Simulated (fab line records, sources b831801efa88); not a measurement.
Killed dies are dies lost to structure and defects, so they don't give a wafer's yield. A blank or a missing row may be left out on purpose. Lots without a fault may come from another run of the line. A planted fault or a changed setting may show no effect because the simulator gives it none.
Chamber matching | flow gf180mcu | GF_STI_CMP_25 on cmp-01: 4 sister chambers
The step polishes, stops on Si3N4, t overpolish 33 s, target thk 524.6 nm. 8 wafers are shown with their chamber, then 8 later ones without.

WAFERS WITH THEIR CHAMBER
wafer  | chamber | motor_current_A (A) | time_to_endpoint_s (s)
L828.3 | 1       | 12.8                | 129
L829.1 | 2       | 11.6                | 125
L829.2 | 3       | 11.7                | 120
L829.3 | 1       | 13.6                | 131
L834.1 | 3       | 12.2                | 122
L834.3 | 2       | 11.7                | 123
L834.6 | 0       | 12.6                | 126
L844.2 | 0       | 12.4                | 128

WAFERS WITHOUT THEIR CHAMBER
wafer  | motor_current_A (A) | time_to_endpoint_s (s)
L844.3 | 11.5                | 119
L844.5 | 12.6                | 124
L846.2 | 12.5                | 119
L846.4 | 12.9                | 134
L846.6 | 12.1                | 127
L847.3 | 12.0                | 130
L847.5 | 11.8                | 126
L847.6 | 11.8                | 117

WHICH CHAMBER EACH WENT THROUGH
wafer  | from the rows above          | in truth
L844.3 | can't be placed: 3 or 2      | 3
L844.5 | can't be placed: 0 or 2 or 3 | 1
L846.2 | 3                            | 3
L846.4 | 1                            | 1
L846.6 | can't be placed: 0 or 2      | 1
L847.3 | can't be placed: 0 or 1 or 2 | 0
L847.5 | can't be placed: 2 or 0      | 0
L847.6 | 3                            | 3
Placed correctly: 3 of 8. Can't be placed from these rows: 5 (the true chamber is among the candidates in 3). Placed wrongly: 0.
How it was worked out, from the rows above alone: a wafer's distance from a chamber is the root of the sum, over the readings, of the square of ((its reading less the chamber's mean) divided by the reading's scatter). The wafer belongs to the nearest chamber; if the next one is less than 2 further off, it can't be placed. A chamber's mean is the mean of its shown wafers. The scatter: the root of (the sum of the squares of (reading less its chamber's mean) over the shown wafers, divided by (wafers less chambers)).
